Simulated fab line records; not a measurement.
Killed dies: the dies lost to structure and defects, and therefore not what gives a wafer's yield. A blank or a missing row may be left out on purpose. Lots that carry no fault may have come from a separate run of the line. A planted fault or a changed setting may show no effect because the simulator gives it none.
Code-filled problem report in 8D (eight disciplines) form    flow sky130    the parts of the form that need people (team, actions taken, sign-off) are left out

1. PROBLEM STATEMENT
At SKY_LDD_HVP_COAT_02, spin_speed_rpm averages 2773.1 rpm over 6 wafers from 2 lots, while fault-free wafers read 2999.8 rpm, standard deviation 1.7. So: -99 or more standard deviations from the usual mean.
The step: resist thk 300 nm.
The first sign was on wafer L437.3 at day 27 19:30, on litho_track-04. At this step, 36 wafers from 12 lots have a number in the record. Rule for "out" (also "out of limits"): further than 4 standard deviations from the usual mean. Any other wafer with a number is counted as sound.

2. WHAT IT IS AND WHAT IT IS NOT
question                     is                      is not
which readings at this step  spin_speed_rpm          dispense_pressure_kPa, exhaust_pa
which lots                   L437, L438              L419, L420, L423, L425, L427, L428, L429, L430, L431, L439
which wafers of those lots   all that have a number  -
read on which tools          litho_track-04          litho_track-02, litho_track-03
when                         from day 27 19:30       up to then (27 sound wafers); but 3 sound wafers of L439 came after

3. THE SUSPECTS, EACH WITH WHAT RULES IT OUT
Counting: a tool at a process step up to the reading stays a suspect if it ran every lot that is out and no sound lot after the first of them.
- litho_track-04 at SKY_LDD_HVP_COAT_02 (resist thk 300 nm): kept. All lots that are out passed through it, beginning with L437 at day 27 19:30, and no sound lot followed; its final sound lot before that point was L431 at day 25 19:36. Out on those wafers are its own readings of spin_speed_rpm.
After counting, what remains is litho_track-04 at SKY_LDD_HVP_COAT_02.

4. THE CAUSE (what the simulator had put in)
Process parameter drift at SKY_LDD_HVP_COAT_02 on litho_track-04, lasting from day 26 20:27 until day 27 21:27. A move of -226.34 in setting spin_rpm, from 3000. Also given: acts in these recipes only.
Only this tool survived the counting.

5. THE CHAIN OF EFFECTS, in route order
Each row: a reading where the mean over the struck wafers with a number is more than 3 standard deviations away from the usual. Only readings for which the record gives a usual standard deviation are gone through. hours: the time from each lot's start at the first step in this table that gives one to its start at this step, as a median over the lots. sigmas: the change in usual standard deviations.
hours  step                  reading                   usual       on struck wafers  change  sigmas
0      SKY_LDD_HVP_COAT_02   spin_speed_rpm            2999.8 rpm  2773.1            -226.8  -99 or more
14     SKY_LDD_HVP_STRIP_09  strip_time_to_endpoint_s  4.133 s     4.296             +0.163  +11
The process steps in it:
- SKY_LDD_HVP_COAT_02: resist thk 300 nm.
- SKY_LDD_HVP_STRIP_09: strips in O2/N2.
Later measuring or inspecting steps at which every struck wafer that the step has a row for has a number for every such reading, and none has moved that far: SKY_SPACER_THK_MEAS_01.

6. WHAT WOULD HAVE CAUGHT IT SOONER
In this record the first reading out of limits was taken at day 27 19:30, 23 hours after the fault began at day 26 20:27.
